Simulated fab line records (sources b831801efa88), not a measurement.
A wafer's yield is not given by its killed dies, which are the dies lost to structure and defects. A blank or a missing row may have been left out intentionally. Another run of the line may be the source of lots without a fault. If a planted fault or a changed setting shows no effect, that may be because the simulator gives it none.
Which tool did it? :: flow sky130 :: 12 lots with 36 wafers sampled at 4 steps, on a route of 708 steps

== WHAT THE GAUGES READ, wafer by wafer ==
SKY_LDD_P_OVL_MEAS_08.
lot: L473
measured: day 19 07:35
on: overlay-01
LDD_P_OVL (nm): -1.5 -1.1 0.2

lot: L477
measured: day 20 11:47
on: overlay-01
LDD_P_OVL (nm): 0.2 0.1 -2.2

lot: L478
measured: day 21 04:11
on: overlay-01
LDD_P_OVL (nm): -1.9 0.7 -2.0

lot: L479
measured: day 21 15:42
on: overlay-01
LDD_P_OVL (nm): -2.3 -2.2 -2.1

lot: L486
measured: day 24 06:02
on: overlay-01
LDD_P_OVL (nm): -2.3 -2.4 -0.5

lot: L487
measured: day 24 07:14
on: overlay-02
LDD_P_OVL (nm): 0.5 -1.2 -1.2

lot: L488
measured: day 24 22:20
on: overlay-01
LDD_P_OVL (nm): -3.1 -1.2 -1.9

lot: L490
measured: day 25 12:38
on: overlay-01
LDD_P_OVL (nm): 0.8 0.7 1.7

lot: L491
measured: day 25 22:29
on: overlay-02
LDD_P_OVL (nm): -2.8 -0.7 -2.4

lot: L492
measured: day 26 01:33
on: overlay-01
LDD_P_OVL (nm): -1.6 -2.1 -0.8

lot: L493
measured: day 26 11:38
on: overlay-01
LDD_P_OVL (nm): -2.9 -2.8 -3.0

lot: L494
measured: day 26 19:50
on: overlay-01
LDD_P_OVL (nm): -0.6 -1.5 -1.5

SKY_LDD_P_TW_MEAS_11.
lot: L473
measured: day 19 07:52
on: filmMetro-01
LDD_P_TW: 643 643 642

lot: L477
measured: day 20 12:05
on: filmMetro-01
LDD_P_TW: 644 642 646

lot: L478
measured: day 21 04:28
on: filmMetro-03
LDD_P_TW: 629 633 630

lot: L479
measured: day 21 16:00
on: filmMetro-04
LDD_P_TW: 634 640 640

lot: L486
measured: day 24 06:19
on: filmMetro-03
LDD_P_TW: 635 630 632

lot: L487
measured: day 24 07:31
on: filmMetro-04
LDD_P_TW: 639 639 639

lot: L488
measured: day 24 22:37
on: filmMetro-04
LDD_P_TW: 643 642 641

lot: L490
measured: day 25 12:56
on: filmMetro-04
LDD_P_TW: 633 633 630

lot: L491
measured: day 25 22:46
on: filmMetro-01
LDD_P_TW: 641 641 641

lot: L492
measured: day 26 01:50
on: filmMetro-03
LDD_P_TW: 631 634 633

lot: L493
measured: day 26 11:55
on: filmMetro-01
LDD_P_TW: 644 644 641

lot: L494
measured: day 26 20:08
on: filmMetro-04
LDD_P_TW: 635 635 636

SKY_LDD_LDN_TW_MEAS_13.
lot: L473
measured: day 23 05:54
on: filmMetro-04
LDD_LDN_TW: 1497 1493 1498

lot: L477
measured: day 24 09:03
on: filmMetro-03
LDD_LDN_TW: 1477 1478 1471

lot: L478
measured: day 25 00:33
on: filmMetro-03
LDD_LDN_TW: 1439 1441 1437 1436 1433 1433

lot: L479
measured: day 25 12:22
on: filmMetro-04
LDD_LDN_TW: 1444 1439 1436 1441 1437 1442

lot: L486
measured: day 28 00:27
on: filmMetro-03
LDD_LDN_TW: 1484 1485 1478

lot: L487
measured: day 28 00:39
on: filmMetro-02
LDD_LDN_TW: 1475 1479 1471

lot: L488
measured: day 28 15:29
on: filmMetro-02
LDD_LDN_TW: 1482 1472 1475

lot: L490
measured: day 29 05:42
on: filmMetro-04
LDD_LDN_TW: 1480 1478 1481

lot: L491
measured: day 29 14:38
on: filmMetro-03
LDD_LDN_TW: 1483 1482 1481

lot: L492
measured: day 29 17:43
on: filmMetro-02
LDD_LDN_TW: 1488 1473 1476

lot: L493
measured: day 30 03:47
on: filmMetro-04
LDD_LDN_TW: 1479 1462 1470

lot: L494
measured: day 30 14:42
on: filmMetro-02
LDD_LDN_TW: 1465 1467 1471

== WHICH TOOL RAN EACH LOT (tool, then ch and the chambers of the sampled wafers, then the start) ==
lot: L473
SKY_LDD_LDN_IMPLANT_11: implanter-01 ch 0, day 23 05:39

lot: L477
SKY_LDD_LDN_IMPLANT_11: implanter-01 ch 0, day 24 08:49

lot: L478
SKY_LDD_LDN_IMPLANT_11: implanter-01 ch 0, day 25 00:18

lot: L479
SKY_LDD_LDN_IMPLANT_11: implanter-01 ch 0, day 25 12:08

lot: L486
SKY_LDD_LDN_IMPLANT_11: implanter-04 ch 0, day 28 00:12

lot: L487
SKY_LDD_LDN_IMPLANT_11: implanter-01 ch 0, day 28 00:24

lot: L488
SKY_LDD_LDN_IMPLANT_11: implanter-04 ch 0, day 28 15:14

lot: L490
SKY_LDD_LDN_IMPLANT_11: implanter-04 ch 0, day 29 05:28

lot: L491
SKY_LDD_LDN_IMPLANT_11: implanter-01 ch 0, day 29 14:23

lot: L492
SKY_LDD_LDN_IMPLANT_11: implanter-04 ch 0, day 29 17:29

lot: L493
SKY_LDD_LDN_IMPLANT_11: implanter-01 ch 0, day 30 03:32

lot: L494
SKY_LDD_LDN_IMPLANT_11: implanter-03 ch 0, day 30 14:28
- SKY_LDD_LDN_IMPLANT_11

== AS READ BY THE TOOLS THEMSELVES (means over the sampled wafers that have a number; for cases with no such wafer, the mark the record gives instead) ==
SKY_LDD_LDN_IMPLANT_11.
lot: L473
tool: implanter-01
doseIonsCm2: 1.2495e+13
faradayCurrentUA: 70.4

lot: L477
tool: implanter-01
doseIonsCm2: 1.2494e+13
faradayCurrentUA: 70.6

lot: L478
tool: implanter-01
doseIonsCm2: 8.3617e+12
faradayCurrentUA: 46.9

lot: L479
tool: implanter-01
doseIonsCm2: 8.3610e+12
faradayCurrentUA: 48.2

lot: L486
tool: implanter-04
doseIonsCm2: 1.2514e+13
faradayCurrentUA: 70.0

lot: L487
tool: implanter-01
doseIonsCm2: 1.2499e+13
faradayCurrentUA: 70.3

lot: L488
tool: implanter-04
doseIonsCm2: 1.2486e+13
faradayCurrentUA: 71.5

lot: L490
tool: implanter-04
doseIonsCm2: 1.2500e+13
faradayCurrentUA: 70.3

lot: L491
tool: implanter-01
doseIonsCm2: 1.2500e+13
faradayCurrentUA: 71.2

lot: L492
tool: implanter-04
doseIonsCm2: 1.2496e+13
faradayCurrentUA: 70.4

lot: L493
tool: implanter-01
doseIonsCm2: 1.2503e+13
faradayCurrentUA: 72.0

lot: L494
tool: implanter-03
doseIonsCm2: 1.2499e+13
faradayCurrentUA: 70.9

== THE ANSWER, worked out from the rows above alone ==
Rule: the usual values come from the lots themselves. The widest of any qualifying gaps counts: lots, ordered by their means at a reading, are off when they make up no more than a third of the lots, leave a main group of 4 or more, and stand apart from it by 3 or more times the standard deviation of that group's means. A main group whose means are all the same, to the digits that the tables above print for the reading, isn't used. A lot without any number at a reading at which 4 lots or more have one is off too. The other lots that the step has rows for count as sound. First the gauges in route order, then the tools' own readings, where a lot's mean is used as printed above. At the first step where some lot is off, the reading lying furthest off is the one used; lots without a number count as furthest.
Off: L478, L479, at SKY_LDD_LDN_TW_MEAS_13 (LDD_LDN_TW). Main group: mean 1478, sd 7.4.
A tool fits if, at a process step before that reading, it ran every lot that is off, and no sound lot after the first of them. The gauges at SKY_LDD_LDN_TW_MEAS_13 aren't tried: what is off there is off at SKY_LDD_LDN_IMPLANT_11 too, on other tools, and a gauge's error can't cause that. Not one of the candidates tried fits.

== WHAT HAD BEEN PUT IN BY THE SIMULATOR ==
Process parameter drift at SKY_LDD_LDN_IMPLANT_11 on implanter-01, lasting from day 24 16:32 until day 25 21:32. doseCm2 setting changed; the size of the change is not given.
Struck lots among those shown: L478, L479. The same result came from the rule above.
